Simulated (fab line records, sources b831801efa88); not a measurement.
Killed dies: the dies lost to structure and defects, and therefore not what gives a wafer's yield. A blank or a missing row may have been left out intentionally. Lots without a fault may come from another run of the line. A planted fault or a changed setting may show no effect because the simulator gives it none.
fab line records + flow sky130
record
- lots=6
- wafers=18
- lastDay=50
route steps=708 shown VIA4@651 METAL5@661
lots that met no fault: taken from a fault-free run of the same line
startH: start of the lot's first displayed wafer, in hours after the record's first day + waitH: hours from the lot's prior step to this one + " the same as in the row above + L1.1+2: a single row standing in for several wafers + - no value present, or no start provided + * or withheld: withheld + < > ~ a bound
route shown NAME@n: NAME is a module with steps in the file, n the number in the route of the first one + usual: mean/standard deviation of fault-free wafers + same: alike in all rows + chamber/n: place in a boat + sites: per-site readings + _std_site: standard deviation of those values + _edge_site: the outer-site mean with the inner-site mean subtracted + radiusMm: for every site, how far away it sits from the centre of the wafer + mask NAME#n: copy n + behind: the tool/chamber that last shaped the wafer + hold: what put the lot on hold/how long, in hours/how the hold closed + device: which transistor (n, p or np) failed to switch + end of line: the tests these same wafers got at the end of their route + a step without rows: its recipe alone + killed: count of dies lost to structure and defects at first sort (not the wafer's yield) + map: per-die view of a wafer (x killed, . not killed, _ where there is no die)
set.NAME: the setting as run; set.NAME@STEP: as run at that earlier step + model.NAME: the simulator's own value behind a step, which no gauge read
lots at some steps of the route; a table a step, a row a wafer
services: the hour from which a tool's chamber was out of use, counted from the record's first day as startH (under 0 if before that day), plus the number of hours and why
## steps
# step SKY_VIA4_ETCH_12
# recipe
- target=SiO2
- chemistry=C4F8/O2/Ar
- stopOn=TiN
- maskMaterial=NOVOLAK
- sourceW=1500
- biasW=1200
- pressureMtorr=40
- c4f8FlowSccm=withheld
- O2_flow_sccm=6
- Ar_flow_sccm=300
- timeS=withheld
- targetDepthA=5800
# usual
- oesProductAu=0.926/0.0044
| lot.wafer | tool       | chamber | startH  | waitH | oesProductAu |
|-----------|------------|---------|---------|-------|--------------|
| L354.2    | rieDiel-01 | 2       | 1026.92 | 0.0   | 0.926        |
| L354.5    | "          | 1       | "       | "     | 0.913        |
| L354.6    | "          | 0       | "       | "     | 0.924        |
| L363.1    | rieDiel-02 | 3       | 1086.87 | 0.0   | 0.925        |
| L363.3    | "          | 0       | "       | "     | 0.932        |
| L363.5    | "          | 3       | "       | "     | 0.929        |
| L365.2    | rieDiel-02 | 1       | 1098.27 | 0.0   | 0.926        |
| L365.3    | "          | 2       | "       | "     | 0.925        |
| L365.6    | "          | 3       | "       | "     | 0.921        |
| L367.1    | rieDiel-01 | 1       | 1110.12 | 0.0   | 0.920        |
| L367.2    | "          | 0       | "       | "     | 0.935        |
| L367.5    | "          | 1       | "       | "     | 0.919        |
| L370.1    | rieDiel-04 | 3       | 1127.10 | 0.0   | 0.926        |
| L370.2    | "          | 1       | "       | "     | 0.930        |
| L370.6    | "          | 0       | "       | "     | 0.921        |
| L371.2    | rieDiel-01 | 1       | 1129.32 | 0.0   | 0.919        |
| L371.4    | "          | 3       | "       | "     | 0.927        |
| L371.5    | "          | 2       | "       | "     | 0.929        |
# step SKY_VIA4_STRIP_13
# recipe
- chemistry=O2/N2
- powerW=1400
- pressureMtorr=1500
- platenTempC=withheld
- o2FlowSccm=3000
- n2FlowSccm=300
- overashFraction=0.5
# step SKY_VIA4_STRIP_14
# recipe
- chemistry=postEtchResidueRemover
- timeS=1200
- tempC=72.5
# step SKY_VIA4_CLEAN_15
# recipe
- chemistry=IPA
- timeS=180
- tempC=25
# step SKY_VIA4_CLEAN_16
# recipe
- chemistry=O3/DIW
- dry=n2Spin
# step SKY_VIA4_SPUTTER_17
# recipe
- material=TiN
- targetThkNm=20
- chamberPressurePa=5
- powerW=4000
- timeS=80
# usual
- cathodeDcPowerW=4000.0/0.77
- chamberPressurePa=5.000/0.01
- throttleValvePct=30.2/0.98
| lot.wafer | tool          | chamber | startH  | waitH | cathodeDcPowerW | chamberPressurePa | throttleValvePct |
|-----------|---------------|---------|---------|-------|-----------------|-------------------|------------------|
| L354.2    | pvdSputter-04 | -       | 1027.59 | 0.0   | 3998.9          | 4.997             | 30.5             |
| L354.5    | "             | -       | "       | "     | 4000.8          | 5.002             | 30.2             |
| L354.6    | "             | -       | "       | "     | 4000.3          | 4.990             | 29.6             |
| L363.1    | pvdSputter-01 | -       | 1087.53 | 0.0   | 4000.5          | 4.991             | 30.8             |
| L363.3    | "             | -       | "       | "     | 3999.8          | 4.999             | 31.5             |
| L363.5    | "             | -       | "       | "     | 3999.6          | 4.988             | 31.3             |
| L365.2    | pvdSputter-02 | -       | 1099.00 | 0.0   | 3999.1          | 5.011             | 28.5             |
| L365.3    | "             | -       | "       | "     | 4001.5          | 5.017             | 29.4             |
| L365.6    | "             | -       | "       | "     | 4000.2          | 4.996             | 29.6             |
| L367.1    | pvdSputter-04 | -       | 1110.81 | 0.0   | 4000.2          | 5.005             | 30.4             |
| L367.2    | "             | -       | "       | "     | 3999.3          | 5.002             | 30.4             |
| L367.5    | "             | -       | "       | "     | 4000.5          | 4.981             | 30.1             |
| L370.1    | pvdSputter-01 | -       | 1127.81 | 0.0   | 3999.5          | 5.029             | 31.0             |
| L370.2    | "             | -       | "       | "     | 3999.7          | 5.010             | 31.5             |
| L370.6    | "             | -       | "       | "     | 3999.8          | 5.010             | 29.6             |
| L371.2    | pvdSputter-02 | -       | 1130.09 | 0.0   | 4000.3          | 4.988             | 31.2             |
| L371.4    | "             | -       | "       | "     | 4000.9          | 5.001             | 28.5             |
| L371.5    | "             | -       | "       | "     | 4000.4          | 5.027             | 31.3             |
# step SKY_VIA4_CVD_18
# recipe
- material=W
- targetThkNm=505
- timeS=152.14
- tempC=400
- pressureTorr=40
# usual
- heaterPowerW=836/95
| lot.wafer | tool    | chamber | startH  | waitH | heaterPowerW |
|-----------|---------|---------|---------|-------|--------------|
| L354.2    | cvdW-02 | 0       | 1027.65 | 0.0   | 843          |
| L354.5    | "       | 1       | "       | "     | 708          |
| L354.6    | "       | 0       | "       | "     | 852          |
| L363.1    | cvdW-02 | 0       | 1087.59 | 0.0   | 873          |
| L363.3    | "       | 0       | "       | "     | 861          |
| L363.5    | "       | 1       | "       | "     | 709          |
| L365.2    | cvdW-01 | 0       | 1099.06 | 0.0   | 977          |
| L365.3    | "       | 1       | "       | "     | 811          |
| L365.6    | "       | 0       | "       | "     | 986          |
| L367.1    | cvdW-02 | 0       | 1110.88 | 0.0   | 852          |
| L367.2    | "       | 1       | "       | "     | 732          |
| L367.5    | "       | 1       | "       | "     | 746          |
| L370.1    | cvdW-02 | 1       | 1127.87 | 0.0   | 739          |
| L370.2    | "       | 0       | "       | "     | 815          |
| L370.6    | "       | 0       | "       | "     | 847          |
| L371.2    | cvdW-02 | 0       | 1130.15 | 0.0   | 862          |
| L371.4    | "       | 0       | "       | "     | 858          |
| L371.5    | "       | 1       | "       | "     | 724          |
# step SKY_VIA4_RS_MEAS_19
# recipe
- thkMeasGauge=four-point-probe
- reads=W_of_VIA4_CVD_18+TiN_of_VIA4_SPUTTER_17
# usual
- VIA4_W_RS=0.229/0.0032
| lot.wafer | tool         | chamber | startH  | waitH | VIA4_W_RS[ohm/sq] |
|-----------|--------------|---------|---------|-------|-------------------|
| L354.2    | filmMetro-04 | -       | 1027.82 | 0.1   | 0.231             |
| L354.5    | "            | -       | "       | "     | 0.231             |
| L354.6    | "            | -       | "       | "     | 0.228             |
| L363.1    | filmMetro-03 | -       | 1087.75 | 0.1   | 0.225             |
| L363.3    | "            | -       | "       | "     | 0.224             |
| L363.5    | "            | -       | "       | "     | 0.231             |
| L365.2    | filmMetro-03 | -       | 1099.24 | 0.1   | 0.234             |
| L365.3    | "            | -       | "       | "     | 0.225             |
| L365.6    | "            | -       | "       | "     | 0.233             |
| L367.1    | filmMetro-01 | -       | 1111.03 | 0.1   | 0.227             |
| L367.2    | "            | -       | "       | "     | 0.229             |
| L367.5    | "            | -       | "       | "     | 0.228             |
| L370.1    | filmMetro-01 | -       | 1128.02 | 0.1   | 0.229             |
| L370.2    | "            | -       | "       | "     | 0.226             |
| L370.6    | "            | -       | "       | "     | 0.226             |
| L371.2    | filmMetro-03 | -       | 1130.32 | 0.1   | 0.226             |
| L371.4    | "            | -       | "       | "     | 0.224             |
| L371.5    | "            | -       | "       | "     | 0.230             |
# step SKY_VIA4_THK_MEAS_20
# recipe
- thkMeasGauge=xrf
- reads=W_of_VIA4_CVD_18
# usual
- VIA4_W_THK=509/8.5
| lot.wafer | tool         | chamber | startH  | waitH | VIA4_W_THK[nm] |
|-----------|--------------|---------|---------|-------|----------------|
| L354.2    | filmMetro-04 | -       | 1027.93 | 0.1   | 504            |
| L354.5    | "            | -       | "       | "     | 504            |
| L354.6    | "            | -       | "       | "     | 512            |
| L363.1    | filmMetro-03 | -       | 1087.87 | 0.1   | 515            |
| L363.3    | "            | -       | "       | "     | 521            |
| L363.5    | "            | -       | "       | "     | 504            |
| L365.2    | filmMetro-03 | -       | 1099.35 | 0.1   | 499            |
| L365.3    | "            | -       | "       | "     | 515            |
| L365.6    | "            | -       | "       | "     | 495            |
| L367.1    | filmMetro-01 | -       | 1111.15 | 0.1   | 518            |
| L367.2    | "            | -       | "       | "     | 511            |
| L367.5    | "            | -       | "       | "     | 513            |
| L370.1    | filmMetro-01 | -       | 1128.14 | 0.1   | 509            |
| L370.2    | "            | -       | "       | "     | 519            |
| L370.6    | "            | -       | "       | "     | 522            |
| L371.2    | filmMetro-03 | -       | 1130.43 | 0.1   | 515            |
| L371.4    | "            | -       | "       | "     | 522            |
| L371.5    | "            | -       | "       | "     | 509            |
# step SKY_VIA4_CMP_21
# recipe
- stopOn=SiO2
- tOverpolishS=25
- downForcePsi=3.5
- platenRpm=60
- targetThkNm=0
- padVelocityMS=0.94248
# usual
- motorCurrentA=10.9/1.3
- overpolishRunS=25.001/0.0092
- timeToEndpointS=122/4.8
| lot.wafer | tool   | chamber | startH  | waitH | motorCurrentA | overpolishRunS | timeToEndpointS |
|-----------|--------|---------|---------|-------|---------------|----------------|-----------------|
| L354.2    | cmp-02 | 2       | 1028.13 | 0.2   | 11.7          | 24.996         | 125             |
| L354.6    | "      | 3       | "       | "     | 10.8          | 24.991         | 129             |
| L354.5    | "      | 0       | "       | "     | 9.2           | 25.006         | 113             |
| L363.3    | cmp-01 | 2       | 1088.03 | 0.1   | 10.4          | 25.002         | 119             |
| L363.1    | "      | 3       | "       | "     | 10.1          | 24.994         | 126             |
| L363.5    | "      | 0       | "       | "     | 14.2          | 24.991         | 121             |
| L365.3    | cmp-01 | 1       | 1099.42 | 0.1   | 11.2          | 24.989         | 123             |
| L365.2    | "      | 2       | "       | "     | 10.0          | 25.026         | 115             |
| L365.6    | "      | 2       | "       | "     | 10.4          | 24.995         | 116             |
| L367.2    | cmp-01 | 3       | 1111.26 | 0.1   | 10.1          | 25.000         | 126             |
| L367.1    | "      | 1       | "       | "     | 10.8          | 24.984         | 118             |
| L367.5    | "      | 2       | "       | "     | 10.0          | 24.985         | 120             |
| L370.1    | cmp-01 | 1       | 1128.20 | 0.1   | 11.2          | 25.009         | 119             |
| L370.2    | "      | 3       | "       | "     | 10.6          | 25.009         | 130             |
| L370.6    | "      | 2       | "       | "     | 10.7          | 25.009         | 117             |
| L371.4    | cmp-01 | 2       | 1130.62 | 0.2   | 10.2          | 25.004         | 120             |
| L371.2    | "      | 3       | "       | "     | 9.9           | 24.992         | 127             |
| L371.5    | "      | 2       | "       | "     | 10.2          | 25.012         | 118             |
# step SKY_METAL5_SPUTTER_00
# recipe
- material=Ti
- targetThkNm=15
- powerW=3000
- timeS=10
- chamberPressurePa=0.4
# step SKY_METAL5_SPUTTER_01
# recipe
- material=TiN
- targetThkNm=20
- powerW=6500
- timeS=16.7
- chamberPressurePa=0.4
# step SKY_METAL5_SPUTTER_02
# recipe
- material=AlCu
- targetThkNm=1150
- powerW=10600
- timeS=61.2
- chamberPressurePa=0.4
# usual
- cathodeDcPowerW=10600/1.9
- chamberPressurePa=0.4003/0.00075
- throttleValvePct=29.9/0.72
| lot.wafer | tool          | chamber | startH  | waitH | cathodeDcPowerW | chamberPressurePa | throttleValvePct |
|-----------|---------------|---------|---------|-------|-----------------|-------------------|------------------|
| L354.2    | pvdSputter-03 | -       | 1028.33 | 0.0   | 10604           | 0.3995            | 29.7             |
| L354.5    | "             | -       | "       | "     | 10602           | 0.4001            | 29.7             |
| L354.6    | "             | -       | "       | "     | 10602           | 0.4002            | 28.7             |
| L363.1    | pvdSputter-03 | -       | 1088.27 | 0.0   | 10601           | 0.4010            | 29.8             |
| L363.3    | "             | -       | "       | "     | 10600           | 0.4002            | 29.8             |
| L363.5    | "             | -       | "       | "     | 10599           | 0.4003            | 29.5             |
| L365.2    | pvdSputter-04 | -       | 1099.77 | 0.0   | -               | -                 | -                |
| L365.3    | "             | -       | "       | "     | -               | -                 | -                |
| L365.6    | "             | -       | "       | "     | -               | -                 | -                |
| L367.1    | pvdSputter-03 | -       | 1111.56 | 0.0   | -               | -                 | -                |
| L367.2    | "             | -       | "       | "     | -               | -                 | -                |
| L367.5    | "             | -       | "       | "     | -               | -                 | -                |
| L370.1    | pvdSputter-01 | -       | 1128.55 | 0.0   | 10600           | 0.3998            | 31.1             |
| L370.2    | "             | -       | "       | "     | 10600           | 0.4025            | 30.9             |
| L370.6    | "             | -       | "       | "     | 10603           | 0.4006            | 29.8             |
| L371.2    | pvdSputter-03 | -       | 1130.92 | 0.0   | 10599           | 0.4010            | 29.5             |
| L371.4    | "             | -       | "       | "     | 10601           | 0.4011            | 28.6             |
| L371.5    | "             | -       | "       | "     | 10596           | 0.4012            | 28.6             |
# step SKY_METAL5_SPUTTER_03
# recipe
- material=Ti
- targetThkNm=5
- powerW=3000
- timeS=3.3
- chamberPressurePa=0.4
# usual
- cathodeDcPowerW=2999.9/0.59
- chamberPressurePa=0.3999/0.00078
- throttleValvePct=29.9/0.72
| lot.wafer | tool          | chamber | startH  | waitH | cathodeDcPowerW | chamberPressurePa | throttleValvePct |
|-----------|---------------|---------|---------|-------|-----------------|-------------------|------------------|
| L354.2    | pvdSputter-03 | -       | 1028.38 | 0.0   | 2999.8          | 0.4001            | 29.9             |
| L354.5    | "             | -       | "       | "     | 3000.0          | 0.3999            | 29.5             |
| L354.6    | "             | -       | "       | "     | 3000.7          | 0.3986            | 28.9             |
| L363.1    | pvdSputter-03 | -       | 1088.33 | 0.0   | 2999.7          | 0.4006            | 30.0             |
| L363.3    | "             | -       | "       | "     | 2999.7          | 0.3983            | 30.0             |
| L363.5    | "             | -       | "       | "     | 3000.8          | 0.4002            | 29.6             |
| L365.2    | pvdSputter-04 | -       | 1099.82 | 0.0   | 2998.5          | 0.4004            | 30.1             |
| L365.3    | "             | -       | "       | "     | 3000.6          | 0.3994            | 30.3             |
| L365.6    | "             | -       | "       | "     | 2998.0          | 0.4001            | 29.5             |
| L367.1    | pvdSputter-03 | -       | 1111.61 | 0.0   | 3000.4          | 0.4003            | 29.9             |
| L367.2    | "             | -       | "       | "     | 3000.0          | 0.3993            | 28.6             |
| L367.5    | "             | -       | "       | "     | 2999.4          | 0.4002            | 29.6             |
| L370.1    | pvdSputter-01 | -       | 1128.60 | 0.0   | 2999.3          | 0.3993            | 30.9             |
| L370.2    | "             | -       | "       | "     | 3000.1          | 0.4010            | 31.2             |
| L370.6    | "             | -       | "       | "     | 2999.3          | 0.4006            | 29.7             |
| L371.2    | pvdSputter-03 | -       | 1130.97 | 0.0   | 3000.4          | 0.3999            | 29.4             |
| L371.4    | "             | -       | "       | "     | 2999.8          | 0.3993            | 28.8             |
| L371.5    | "             | -       | "       | "     | 2999.6          | 0.3994            | 28.8             |
# step SKY_METAL5_SPUTTER_04
# recipe
- material=TiN
- targetThkNm=70
- powerW=6500
- timeS=58.3
- chamberPressurePa=0.4
# step SKY_METAL5_RS_MEAS_05
# recipe
- thkMeasGauge=four-point-probe
- reads=TiN_of_METAL5_SPUTTER_04+Ti_of_METAL5_SPUTTER_03+AlCu_of_METAL5_SPUTTER_02+TiN_of_METAL5_SPUTTER_01+Ti_of_METAL5_SPUTTER_00
# usual
- METAL5_ALCU_RS=0.0272/0.00032
| lot.wafer | tool         | chamber | startH  | waitH | METAL5_ALCU_RS[ohm/sq] |
|-----------|--------------|---------|---------|-------|------------------------|
| L354.2    | filmMetro-02 | -       | 1028.47 | 0.0   | 0.0268                 |
| L354.5    | "            | -       | "       | "     | 0.0268                 |
| L354.6    | "            | -       | "       | "     | 0.0266                 |
| L363.1    | filmMetro-02 | -       | 1088.39 | 0.0   | 0.0267                 |
| L363.3    | "            | -       | "       | "     | 0.0271                 |
| L363.5    | "            | -       | "       | "     | 0.0267                 |
| L365.2    | filmMetro-02 | -       | 1099.91 | 0.0   | 8.5217                 |
| L365.3    | "            | -       | "       | "     | 8.5796                 |
| L365.6    | "            | -       | "       | "     | 8.5321                 |
| L367.1    | filmMetro-02 | -       | 1111.67 | 0.0   | 8.7124                 |
| L367.2    | "            | -       | "       | "     | 8.7521                 |
| L367.5    | "            | -       | "       | "     | 8.7582                 |
| L370.1    | filmMetro-01 | -       | 1128.67 | 0.0   | 0.0275                 |
| L370.2    | "            | -       | "       | "     | 0.0273                 |
| L370.6    | "            | -       | "       | "     | 0.0275                 |
| L371.2    | filmMetro-02 | -       | 1131.05 | 0.0   | 0.0269                 |
| L371.4    | "            | -       | "       | "     | 0.0266                 |
| L371.5    | "            | -       | "       | "     | 0.0266                 |
# step SKY_METAL5_THK_MEAS_06
# recipe
- thkMeasGauge=xrf
- reads=AlCu_of_METAL5_SPUTTER_02
# usual
- METAL5_ALCU_THK=1154/13
| lot.wafer | tool         | chamber | startH  | waitH | METAL5_ALCU_THK[nm] |
|-----------|--------------|---------|---------|-------|---------------------|
| L354.2    | filmMetro-02 | -       | 1028.58 | 0.1   | 1174                |
| L354.5    | "            | -       | "       | "     | 1177                |
| L354.6    | "            | -       | "       | "     | 1178                |
| L363.1    | filmMetro-02 | -       | 1088.51 | 0.1   | 1171                |
| L363.3    | "            | -       | "       | "     | 1150                |
| L363.5    | "            | -       | "       | "     | 1164                |
| L365.2    | filmMetro-02 | -       | 1100.02 | 0.1   | <0                  |
| L365.3    | "            | -       | "       | "     | <0                  |
| L365.6    | "            | -       | "       | "     | <0                  |
| L367.1    | filmMetro-02 | -       | 1111.79 | 0.1   | <0                  |
| L367.2    | "            | -       | "       | "     | <0                  |
| L367.5    | "            | -       | "       | "     | <0                  |
| L370.1    | filmMetro-01 | -       | 1128.79 | 0.1   | 1133                |
| L370.2    | "            | -       | "       | "     | 1136                |
| L370.6    | "            | -       | "       | "     | 1138                |
| L371.2    | filmMetro-02 | -       | 1131.16 | 0.1   | 1154                |
| L371.4    | "            | -       | "       | "     | 1176                |
| L371.5    | "            | -       | "       | "     | 1173                |
# step SKY_METAL5_DEHYDRATE_07
# recipe
- tempC=200
- timeS=60
## services
| tool          | chamber | startH  | hours | kind                  |
|---------------|---------|---------|-------|-----------------------|
| cvdW-01       | -       | 1024.10 | 6.0   | pm                    |
| cvdW-01       | 1       | 1031.26 | 3.9   | repair                |
| rieDiel-01    | 3       | 1040.19 | 5.2   | repair                |
| cmp-01        | -       | 1041.34 | 0.7   | repair                |
| cvdW-02       | -       | 1052.63 | 6.7   | repair                |
| pvdSputter-04 | -       | 1055.60 | 3.0   | repair                |
| pvdSputter-04 | 1       | 1060.59 | -     | consumableReplace:kit |
| pvdSputter-04 | 1       | 1060.59 | 18.0  | scheduledDown         |
| pvdSputter-04 | 1       | 1060.59 | 18.0  | ventCycle             |
| pvdSputter-04 | -       | 1063.83 | 2.3   | repair                |
| rieDiel-02    | -       | 1063.96 | 2.8   | pm                    |
| cmp-01        | -       | 1067.99 | 4.4   | pm                    |
| rieDiel-01    | 0       | 1070.83 | 3.4   | repair                |
| rieDiel-02    | 2       | 1079.05 | 2.7   | repair                |
| pvdSputter-03 | -       | 1079.74 | 1.5   | repair                |
| cmp-02        | -       | 1082.39 | 0.8   | repair                |
| pvdSputter-03 | 1       | 1087.84 | -     | consumableReplace:kit |
| pvdSputter-03 | 1       | 1087.84 | 18.0  | scheduledDown         |
| pvdSputter-03 | 1       | 1087.84 | 18.0  | ventCycle             |
| cmp-02        | -       | 1088.90 | 4.0   | pm                    |
| cmp-02        | -       | 1092.95 | 2.3   | repair                |
| cmp-01        | -       | 1114.21 | 1.2   | repair                |
| cmp-02        | -       | 1125.63 | 0.8   | repair                |
| rieDiel-04    | 3       | 1129.32 | 6.4   | repair                |
## key
firstSign
- step=SKY_METAL5_SPUTTER_02
- reading=toolRecord
- direction=missing
effect
- step=SKY_METAL5_RS_MEAS_05
- reading=METAL5_ALCU_RS
- direction=up
- sigmas=99+
- usual=0.0272
- struck=8.6427
effect
- step=SKY_METAL5_THK_MEAS_06
- reading=METAL5_ALCU_THK
- direction=down
- sigmas=86
- usual=1154
- struck=<0
metAt SKY_METAL5_SPUTTER_02
struckWafers L365.2,L365.3,L365.6,L367.1,L367.2,L367.5
laterRowsLeftOut L365.2,L365.3,L365.6,L367.1,L367.2,L367.5
sortLeftOut L365.2,L365.3,L365.6,L367.1,L367.2,L367.5
onsetBetween 1088.27 1099.77
fault
- kind=skippedStepWhole
- tool=pvdSputter-03,pvdSputter-04
- chamber=-
- onsetH=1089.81
- steps=SKY_METAL5_SPUTTER_02
- scope=struckLotsOnly
# sortLeftOut: the simulated sort isn't trusted on such a fault, so these wafers' sort isn't shown, and their yield isn't known
# laterRowsLeftOut: the simulator's readings of these wafers behind a module that went badly wrong aren't trusted and aren't shown, but for the sort
